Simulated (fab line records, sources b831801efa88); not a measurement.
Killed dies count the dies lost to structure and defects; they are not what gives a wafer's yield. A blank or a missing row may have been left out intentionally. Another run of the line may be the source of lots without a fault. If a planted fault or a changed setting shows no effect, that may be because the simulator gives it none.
fab line records    flow gf180mcu
record: lots: 24  wafers: 72  last_day: 34
route steps=602 shown M1@330 M2@366 M3@415 V3@430
lots untouched by any fault: they come from a run of this same line in which no faults occurred
start_h: start of the lot's first displayed wafer, in hours after the record's first day    wait_h: how many hours have passed since the lot's step before this one    " as in the row above    L1.1+2: one row covering several wafers at once    - value missing, or start not given    * or withheld: withheld    < > ~ a bound
route shown NAME@n: NAME is a module with steps in the file, n the number in the route of the first one    usual: average and standard deviation across the fault-free wafers    same: alike in all rows    chamber/n: place in a boat    sites: readings site by site    _std_site: their standard deviation    _edge_site: outer sites' mean less inner sites'    radius_mm: how far each site lies from the wafer's centre    mask NAME#n: copy n    behind: the most recent tool/chamber to have shaped the wafer    hold: why the lot went on hold/how many hours it stayed there/how the hold came to an end    device: transistor that didn't switch, given as n, p or np    end of line: tests run on the same wafers once the route is complete    for a step that has no rows: nothing shown but its recipe    killed: the dies lost at the first sort to structure and to defects; this is not the yield of the wafer    map: a wafer's dies, x killed, . not, _ none there
set.NAME: the setting that was run; set.NAME@STEP: the one run at that earlier step    model.NAME: the simulator's own value behind a step, which no gauge read
a sample of lots followed through the steps of the route, with each step as a table and each wafer as a row
services: a tool's chamber out of use, with start hour (start_h, from the record's first day; less than 0 if before it), hours out, and reason
== steps ==
step: GF_M1_OVL_MEAS_15
usual: M1_OVL: 0/5.5
lot.wafer  tool        chamber  start_h  wait_h  M1_OVL[nm]
L074.4     overlay-01  -        380.41   0.1     9
L074.5     "           -        "        "       -1
L074.6     "           -        "        "       4
L075.2     overlay-01  -        383.42   0.1     4
L075.3     "           -        "        "       -4
L075.6     "           -        "        "       -4
L076.1     overlay-01  -        397.07   0.1     1
L076.3     "           -        "        "       -3
L076.4     "           -        "        "       -8
L077.1     overlay-02  -        410.36   0.1     -4
L077.5     "           -        "        "       2
L077.6     "           -        "        "       1
L078.1     overlay-01  -        418.37   0.1     -2
L078.2     "           -        "        "       -4
L078.5     "           -        "        "       -6
L079.1     overlay-01  -        424.61   0.1     -3
L079.2     "           -        "        "       -2
L079.6     "           -        "        "       -2
L080.1     overlay-02  -        439.44   0.1     -8
L080.5     "           -        "        "       -2
L080.6     "           -        "        "       -3
L081.1     overlay-02  -        446.11   0.1     9
L081.4     "           -        "        "       3
L081.5     "           -        "        "       -1
L082.1     overlay-01  -        452.84   0.1     -2
L082.2     "           -        "        "       3
L082.3     "           -        "        "       -6
L083.1     overlay-01  -        461.06   0.1     0
L083.3     "           -        "        "       5
L083.4     "           -        "        "       6
L084.2     overlay-02  -        472.55   0.1     -4
L084.4     "           -        "        "       -2
L084.6     "           -        "        "       3
L085.4     overlay-01  -        477.51   0.1     5
L085.5     "           -        "        "       11
L085.6     "           -        "        "       5
L086.3     overlay-01  -        497.23   0.1     0
L086.4     "           -        "        "       7
L086.5     "           -        "        "       -2
L087.3     overlay-01  -        502.98   0.1     -4
L087.4     "           -        "        "       -3
L087.5     "           -        "        "       -6
L088.2     overlay-01  -        506.67   0.1     7
L088.4     "           -        "        "       -4
L088.6     "           -        "        "       6
L089.3     overlay-02  -        526.93   0.1     -3
L089.4     "           -        "        "       5
L089.6     "           -        "        "       -6
L090.2     overlay-01  -        538.82   0.1     -4
L090.4     "           -        "        "       -2
L090.5     "           -        "        "       -4
L091.3     overlay-02  -        543.08   0.1     0
L091.4     "           -        "        "       -3
L091.5     "           -        "        "       2
L092.1     overlay-02  -        549.76   0.1     0
L092.2     "           -        "        "       5
L092.6     "           -        "        "       0
L093.2     overlay-02  -        559.32   0.1     -8
L093.3     "           -        "        "       -1
L093.4     "           -        "        "       -3
L094.4     overlay-02  -        566.82   0.1     -3
L094.5     "           -        "        "       -4
L094.6     "           -        "        "       7
L095.3     overlay-02  -        573.42   0.1     3
L095.4     "           -        "        "       10
L095.5     "           -        "        "       7
L096.1     overlay-01  -        577.09   0.1     12
L096.4     "           -        "        "       16
L096.5     "           -        "        "       14
L097.2     overlay-02  -        586.81   0.1     1
L097.4     "           -        "        "       -5
L097.6     "           -        "        "       -1
step: GF_M2_SPUTTER_04
recipe: material: TiN  target_thk_nm: 50  power_w: 6500  time_s: 41.7  chamber_pressure_pa: 0.4
usual: throttle_valve_pct: 30.5/1.3
lot.wafer  tool            chamber  start_h  wait_h  throttle_valve_pct
L074.4     pvd_sputter-01  -        406.47   0.0     31.8
L074.5     "               -        "        "       30.8
L074.6     "               -        "        "       30.5
L075.2     pvd_sputter-04  -        409.33   0.0     30.0
L075.3     "               -        "        "       30.4
L075.6     "               -        "        "       28.6
L076.1     pvd_sputter-01  -        423.51   0.0     30.2
L076.3     "               -        "        "       30.8
L076.4     "               -        "        "       30.7
L077.1     pvd_sputter-03  -        436.22   0.0     29.4
L077.5     "               -        "        "       28.2
L077.6     "               -        "        "       30.4
L078.1     pvd_sputter-01  -        445.49   0.0     32.9
L078.2     "               -        "        "       31.0
L078.5     "               -        "        "       30.9
L079.1     pvd_sputter-03  -        452.69   0.0     32.1
L079.2     "               -        "        "       29.2
L079.6     "               -        "        "       28.2
L080.1     pvd_sputter-03  -        466.97   0.0     32.2
L080.5     "               -        "        "       30.4
L080.6     "               -        "        "       28.2
L081.1     pvd_sputter-01  -        474.05   0.0     33.0
L081.4     "               -        "        "       30.7
L081.5     "               -        "        "       30.9
L082.1     pvd_sputter-04  -        480.19   0.0     29.3
L082.2     "               -        "        "       30.8
L082.3     "               -        "        "       30.0
L083.1     pvd_sputter-03  -        488.97   0.0     32.2
L083.3     "               -        "        "       29.6
L083.4     "               -        "        "       28.1
L084.2     pvd_sputter-03  -        499.54   0.0     32.1
L084.4     "               -        "        "       30.4
L084.6     "               -        "        "       32.3
L085.4     pvd_sputter-01  -        503.96   0.0     32.7
L085.5     "               -        "        "       31.5
L085.6     "               -        "        "       32.9
L086.3     pvd_sputter-04  -        524.08   0.0     30.4
L086.4     "               -        "        "       28.6
L086.5     "               -        "        "       28.4
L087.3     pvd_sputter-03  -        529.44   0.0     30.6
L087.4     "               -        "        "       29.6
L087.5     "               -        "        "       32.4
L088.2     pvd_sputter-01  -        533.19   0.0     31.0
L088.4     "               -        "        "       30.3
L088.6     "               -        "        "       31.0
L089.3     pvd_sputter-01  -        553.19   0.0     30.7
L089.4     "               -        "        "       30.6
L089.6     "               -        "        "       30.1
L090.2     pvd_sputter-01  -        564.64   0.0     30.1
L090.4     "               -        "        "       31.6
L090.5     "               -        "        "       32.0
L091.3     pvd_sputter-04  -        568.54   0.0     30.7
L091.4     "               -        "        "       28.5
L091.5     "               -        "        "       29.2
L092.1     pvd_sputter-03  -        574.87   0.0     27.8
L092.2     "               -        "        "       32.1
L092.6     "               -        "        "       29.7
L093.2     pvd_sputter-01  -        584.26   0.0     30.6
L093.3     "               -        "        "       31.4
L093.4     "               -        "        "       32.6
L094.4     pvd_sputter-01  -        591.29   0.0     31.8
L094.5     "               -        "        "       30.7
L094.6     "               -        "        "       30.4
L095.3     pvd_sputter-04  -        598.52   0.0     29.8
L095.4     "               -        "        "       30.9
L095.5     "               -        "        "       29.5
L096.1     pvd_sputter-04  -        601.95   0.0     29.8
L096.4     "               -        "        "       28.4
L096.5     "               -        "        "       30.7
L097.2     pvd_sputter-01  -        611.30   0.0     30.5
L097.4     "               -        "        "       30.8
L097.6     "               -        "        "       32.6
step: GF_M3_THK_MEAS_06
recipe: thk_meas_gauge: xrf  reads: AlCu_of_M3_SPUTTER_02
usual: M3_ALCU_THK: 445/5
lot.wafer  tool           chamber  start_h  wait_h  M3_ALCU_THK[nm]
L074.4     film_metro-02  -        457.70   0.1     443
L074.5     "              -        "        "       445
L074.6     "              -        "        "       442
L075.2     film_metro-02  -        460.35   0.1     440
L075.3     "              -        "        "       442
L075.6     "              -        "        "       443
L076.1     film_metro-03  -        475.09   0.1     455
L076.3     "              -        "        "       449
L076.4     "              -        "        "       447
L077.1     film_metro-02  -        486.97   0.1     443
L077.5     "              -        "        "       444
L077.6     "              -        "        "       443
L078.1     film_metro-03  -        496.99   0.1     442
L078.2     "              -        "        "       443
L078.5     "              -        "        "       447
L079.1     film_metro-03  -        503.82   0.1     439
L079.2     "              -        "        "       444
L079.6     "              -        "        "       442
L080.1     film_metro-03  -        517.18   0.1     438
L080.5     "              -        "        "       437
L080.6     "              -        "        "       440
L081.1     film_metro-02  -        525.36   0.1     447
L081.4     "              -        "        "       446
L081.5     "              -        "        "       449
L082.1     film_metro-02  -        530.38   0.1     442
L082.2     "              -        "        "       442
L082.3     "              -        "        "       442
L083.1     film_metro-03  -        539.39   0.1     438
L083.3     "              -        "        "       439
L083.4     "              -        "        "       437
L084.2     film_metro-01  -        550.56   0.1     450
L084.4     "              -        "        "       450
L084.6     "              -        "        "       449
L085.4     film_metro-02  -        553.25   0.1     440
L085.5     "              -        "        "       440
L085.6     "              -        "        "       436
L086.3     film_metro-01  -        572.57   0.1     438
L086.4     "              -        "        "       440
L086.5     "              -        "        "       440
L087.3     film_metro-03  -        578.16   0.1     442
L087.4     "              -        "        "       443
L087.5     "              -        "        "       444
L088.2     film_metro-01  -        581.98   0.1     461
L088.4     "              -        "        "       455
L088.6     "              -        "        "       460
L089.3     film_metro-03  -        601.08   0.1     454
L089.4     "              -        "        "       452
L089.6     "              -        "        "       452
L090.2     film_metro-03  -        610.93   0.1     448
L090.4     "              -        "        "       449
L090.5     "              -        "        "       452
L091.3     film_metro-02  -        614.23   0.1     449
L091.4     "              -        "        "       448
L091.5     "              -        "        "       453
L092.1     film_metro-01  -        620.47   0.1     446
L092.2     "              -        "        "       441
L092.6     "              -        "        "       450
L093.2     film_metro-03  -        629.59   0.1     450
L093.3     "              -        "        "       452
L093.4     "              -        "        "       450
L094.4     film_metro-01  -        635.79   0.1     446
L094.5     "              -        "        "       447
L094.6     "              -        "        "       443
L095.3     film_metro-01  -        643.27   0.1     444
L095.4     "              -        "        "       450
L095.5     "              -        "        "       453
L096.1     film_metro-02  -        645.70   0.1     442
L096.4     "              -        "        "       444
L096.5     "              -        "        "       444
L097.2     film_metro-01  -        654.78   0.1     443
L097.4     "              -        "        "       444
L097.6     "              -        "        "       443
step: GF_M3_OVL_MEAS_15
usual: M3_OVL: 0/5.2
lot.wafer  tool        chamber  start_h  wait_h  M3_OVL[nm]
L074.4     overlay-01  -        481.71   0.1     1
L074.5     "           -        "        "       5
L074.6     "           -        "        "       3
L075.2     overlay-02  -        484.05   0.1     -6
L075.3     "           -        "        "       2
L075.6     "           -        "        "       -5
L076.1     overlay-02  -        499.56   0.1     5
L076.3     "           -        "        "       4
L076.4     "           -        "        "       5
L077.1     overlay-02  -        510.76   0.1     -10
L077.5     "           -        "        "       -3
L077.6     "           -        "        "       2
L078.1     overlay-02  -        520.84   0.1     2
L078.2     "           -        "        "       2
L078.5     "           -        "        "       6
L079.1     overlay-01  -        527.48   0.1     7
L079.2     "           -        "        "       3
L079.6     "           -        "        "       9
L080.1     overlay-02  -        540.69   0.1     -5
L080.5     "           -        "        "       -5
L080.6     "           -        "        "       -1
L081.1     overlay-02  -        548.46   0.1     -6
L081.4     "           -        "        "       0
L081.5     "           -        "        "       -8
L082.1     overlay-02  -        553.21   0.1     -12
L082.2     "           -        "        "       -5
L082.3     "           -        "        "       -6
L083.1     overlay-02  -        561.34   0.1     3
L083.3     "           -        "        "       0
L083.4     "           -        "        "       -10
L084.2     overlay-01  -        572.90   0.1     3
L084.4     "           -        "        "       5
L084.6     "           -        "        "       6
L085.4     overlay-01  -        575.27   0.1     -5
L085.5     "           -        "        "       -1
L085.6     "           -        "        "       2
L086.3     overlay-01  -        594.55   0.1     5
L086.4     "           -        "        "       1
L086.5     "           -        "        "       3
L087.3     overlay-02  -        600.08   0.1     0
L087.4     "           -        "        "       -3
L087.5     "           -        "        "       -3
L088.2     overlay-01  -        603.71   0.1     1
L088.4     "           -        "        "       1
L088.6     "           -        "        "       -9
L089.3     overlay-02  -        621.78   0.1     3
L089.4     "           -        "        "       -8
L089.6     "           -        "        "       -8
L090.2     overlay-02  -        631.10   0.1     2
L090.4     "           -        "        "       -4
L090.5     "           -        "        "       -4
L091.3     overlay-02  -        635.03   0.1     2
L091.4     "           -        "        "       -4
L091.5     "           -        "        "       4
L092.1     overlay-01  -        640.44   0.1     4
L092.2     "           -        "        "       0
L092.6     "           -        "        "       3
L093.2     overlay-01  -        649.77   0.1     4
L093.3     "           -        "        "       0
L093.4     "           -        "        "       8
L094.4     overlay-02  -        655.68   0.1     -5
L094.5     "           -        "        "       -12
L094.6     "           -        "        "       -8
L095.3     overlay-01  -        662.52   0.1     9
L095.4     "           -        "        "       7
L095.5     "           -        "        "       4
L096.1     overlay-01  -        665.66   0.1     4
L096.4     "           -        "        "       -6
L096.5     "           -        "        "       5
L097.2     overlay-01  -        676.04   0.1     -3
L097.4     "           -        "        "       0
L097.6     "           -        "        "       1
step: GF_V3_THK_MEAS_01
recipe: reads: SiO2_of_V3_CVD_00
usual: V3_CVD_00_THK: 599/5.8
lot.wafer  tool           chamber  start_h  wait_h  V3_CVD_00_THK[nm]
L074.4     film_metro-01  -        482.47   0.0     598
L074.5     "              -        "        "       600
L074.6     "              -        "        "       598
L075.2     film_metro-02  -        484.88   0.1     607
L075.3     "              -        "        "       613
L075.6     "              -        "        "       610
L076.1     film_metro-04  -        500.35   0.0     607
L076.3     "              -        "        "       596
L076.4     "              -        "        "       606
L077.1     film_metro-02  -        511.53   0.0     590
L077.5     "              -        "        "       591
L077.6     "              -        "        "       592
L078.1     film_metro-02  -        521.71   0.0     585
L078.2     "              -        "        "       602
L078.5     "              -        "        "       592
L079.1     film_metro-04  -        528.30   0.0     588
L079.2     "              -        "        "       597
L079.6     "              -        "        "       601
L080.1     film_metro-02  -        541.44   0.0     605
L080.5     "              -        "        "       606
L080.6     "              -        "        "       608
L081.1     film_metro-02  -        549.22   0.0     600
L081.4     "              -        "        "       600
L081.5     "              -        "        "       601
L082.1     film_metro-01  -        553.97   0.0     603
L082.2     "              -        "        "       601
L082.3     "              -        "        "       601
L083.1     film_metro-04  -        562.21   0.0     598
L083.3     "              -        "        "       602
L083.4     "              -        "        "       605
L084.2     film_metro-01  -        573.80   0.0     600
L084.4     "              -        "        "       600
L084.6     "              -        "        "       607
L085.4     film_metro-04  -        576.15   0.0     606
L085.5     "              -        "        "       604
L085.6     "              -        "        "       603
L086.3     film_metro-04  -        595.39   0.1     596
L086.4     "              -        "        "       592
L086.5     "              -        "        "       598
L087.3     film_metro-01  -        600.89   0.1     604
L087.4     "              -        "        "       605
L087.5     "              -        "        "       603
L088.2     film_metro-02  -        604.51   0.1     592
L088.4     "              -        "        "       591
L088.6     "              -        "        "       596
L089.3     film_metro-02  -        622.54   0.1     600
L089.4     "              -        "        "       593
L089.6     "              -        "        "       593
L090.2     film_metro-04  -        631.85   0.0     594
L090.4     "              -        "        "       590
L090.5     "              -        "        "       600
L091.3     film_metro-04  -        635.79   0.1     600
L091.4     "              -        "        "       602
L091.5     "              -        "        "       609
L092.1     film_metro-02  -        641.19   0.0     606
L092.2     "              -        "        "       603
L092.6     "              -        "        "       607
L093.2     film_metro-01  -        650.56   0.0     592
L093.3     "              -        "        "       593
L093.4     "              -        "        "       603
L094.4     film_metro-02  -        656.45   0.0     597
L094.5     "              -        "        "       603
L094.6     "              -        "        "       600
L095.3     film_metro-01  -        663.28   0.1     598
L095.4     "              -        "        "       610
L095.5     "              -        "        "       600
L096.1     film_metro-04  -        666.42   0.0     601
L096.4     "              -        "        "       605
L096.5     "              -        "        "       601
L097.2     film_metro-02  -        676.80   0.0     595
L097.4     "              -        "        "       594
L097.6     "              -        "        "       602
step: GF_V3_CD_MEAS_14
recipe: target_cd_nm: 260
usual: cd_nm: 259.9/1.2
lot.wafer  tool       chamber  start_h  wait_h  cd_nm
L074.4     cd_sem-02  -        507.30   0.1     257.3
L074.5     "          -        "        "       258.7
L074.6     "          -        "        "       257.2
L075.2     cd_sem-01  -        508.86   0.1     258.5
L075.3     "          -        "        "       259.6
L075.6     "          -        "        "       259.0
L076.1     cd_sem-02  -        525.24   0.1     259.5
L076.3     "          -        "        "       261.0
L076.4     "          -        "        "       258.3
L077.1     cd_sem-01  -        535.49   0.1     260.2
L077.5     "          -        "        "       259.6
L077.6     "          -        "        "       261.4
L078.1     cd_sem-01  -        545.38   0.1     260.3
L078.2     "          -        "        "       260.8
L078.5     "          -        "        "       260.7
L079.1     cd_sem-02  -        551.94   0.1     258.6
L079.2     "          -        "        "       258.8
L079.6     "          -        "        "       259.5
L080.1     cd_sem-01  -        563.93   0.1     258.2
L080.5     "          -        "        "       259.4
L080.6     "          -        "        "       259.1
L081.1     cd_sem-02  -        571.59   0.1     261.2
L081.4     "          -        "        "       259.9
L081.5     "          -        "        "       259.9
L082.1     cd_sem-01  -        577.28   0.1     262.2
L082.2     "          -        "        "       262.4
L082.3     "          -        "        "       261.0
L083.1     cd_sem-01  -        583.84   0.1     259.0
L083.3     "          -        "        "       261.0
L083.4     "          -        "        "       260.7
L084.2     cd_sem-01  -        595.85   0.1     260.2
L084.4     "          -        "        "       259.7
L084.6     "          -        "        "       259.6
L085.4     cd_sem-01  -        599.10   0.1     259.8
L085.5     "          -        "        "       260.3
L085.6     "          -        "        "       259.7
L086.3     cd_sem-01  -        617.32   0.1     260.5
L086.4     "          -        "        "       258.6
L086.5     "          -        "        "       260.0
L087.3     cd_sem-01  -        622.02   0.1     260.9
L087.4     "          -        "        "       261.1
L087.5     "          -        "        "       260.1
L088.2     cd_sem-01  -        625.50   0.1     259.9
L088.4     "          -        "        "       260.6
L088.6     "          -        "        "       260.4
L089.3     cd_sem-02  -        643.24   0.2     260.0
L089.4     "          -        "        "       260.1
L089.6     "          -        "        "       260.8
L090.2     cd_sem-02  -        652.06   0.1     259.6
L090.4     "          -        "        "       260.8
L090.5     "          -        "        "       259.4
L091.3     cd_sem-01  -        656.17   0.1     258.3
L091.4     "          -        "        "       260.5
L091.5     "          -        "        "       259.4
L092.1     cd_sem-01  -        662.03   0.1     260.7
L092.2     "          -        "        "       259.7
L092.6     "          -        "        "       260.3
L093.2     cd_sem-02  -        670.61   0.1     261.4
L093.3     "          -        "        "       261.1
L093.4     "          -        "        "       260.0
L094.4     cd_sem-02  -        676.20   0.1     262.6
L094.5     "          -        "        "       261.7
L094.6     "          -        "        "       260.1
L095.3     cd_sem-02  -        682.23   0.1     261.7
L095.4     "          -        "        "       261.2
L095.5     "          -        "        "       260.6
L096.1     cd_sem-01  -        684.58   0.1     259.8
L096.4     "          -        "        "       259.9
L096.5     "          -        "        "       260.1
L097.2     cd_sem-01  -        695.45   0.1     257.2
L097.4     "          -        "        "       257.1
L097.6     "          -        "        "       257.1
== services ==
tool            chamber  start_h  hours  kind
pvd_sputter-04  -        401.76   1.1    repair
pvd_sputter-04  3        405.76   -      consumable_replace:kit
pvd_sputter-04  3        405.76   18.0   scheduled_down
pvd_sputter-04  3        405.76   18.0   vent_cycle
pvd_sputter-01  2        408.66   -      consumable_replace:kit
pvd_sputter-01  2        408.66   18.0   scheduled_down
pvd_sputter-01  2        408.66   18.0   vent_cycle
pvd_sputter-04  -        413.04   1.2    repair
pvd_sputter-01  -        416.62   1.2    repair
pvd_sputter-01  -        499.30   3.4    repair
pvd_sputter-03  1        547.55   -      consumable_replace:kit
pvd_sputter-03  1        547.55   18.0   scheduled_down
pvd_sputter-03  1        547.55   18.0   vent_cycle
pvd_sputter-01  -        571.27   7.4    repair
pvd_sputter-04  -        583.84   14.3   repair
== key ==
fault none
